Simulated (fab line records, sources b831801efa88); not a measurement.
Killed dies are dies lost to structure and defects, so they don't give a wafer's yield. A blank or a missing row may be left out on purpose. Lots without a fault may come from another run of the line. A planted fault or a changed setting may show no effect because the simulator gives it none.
Chamber matching | flow gf180mcu | GF_V1_CMP_04 on cmp-01: 4 sister chambers
The step polishes SiO2. 7 wafers are shown with their chamber, then 7 later ones without.

WAFERS WITH THEIR CHAMBER
wafer  | chamber | motor_current_A (A) | time_to_endpoint_s (s)
L681.3 | 3       | 12.1                | 81
L682.2 | 0       | 10.3                | 75
L685.1 | 0       | 10.6                | 72
L685.3 | 1       | 9.8                 | 74
L685.6 | 2       | 13.8                | 78
L691.3 | 2       | 13.8                | 83
L691.4 | 1       | 10.1                | 88

WAFERS WITHOUT THEIR CHAMBER
wafer  | motor_current_A (A) | time_to_endpoint_s (s)
L691.6 | 11.9                | 87
L692.2 | 12.2                | 76
L692.5 | 11.9                | 76
L692.6 | 10.8                | 77
L695.3 | 9.8                 | 77
L695.4 | 13.8                | 79
L695.6 | 11.8                | 81

WHICH CHAMBER EACH WENT THROUGH
wafer  | from the rows above | in truth
L691.6 | 3                   | 3
L692.2 | 3                   | 3
L692.5 | 3                   | 3
L692.6 | 0                   | 0
L695.3 | 1                   | 1
L695.4 | 2                   | 2
L695.6 | 3                   | 3
Placed correctly: 7 of 7. Can't be placed from these rows: 0. Placed wrongly: 0.
How it was worked out, from the rows above alone: a wafer's distance from a chamber is the root of the sum, over the readings, of the square of ((its reading less the chamber's mean) divided by the reading's scatter). The wafer belongs to the nearest chamber; if the next one is less than 2 further off, it can't be placed. A chamber's mean is the mean of its shown wafers. The scatter: the root of (the sum of the squares of (reading less its chamber's mean) over the shown wafers, divided by (wafers less chambers)).
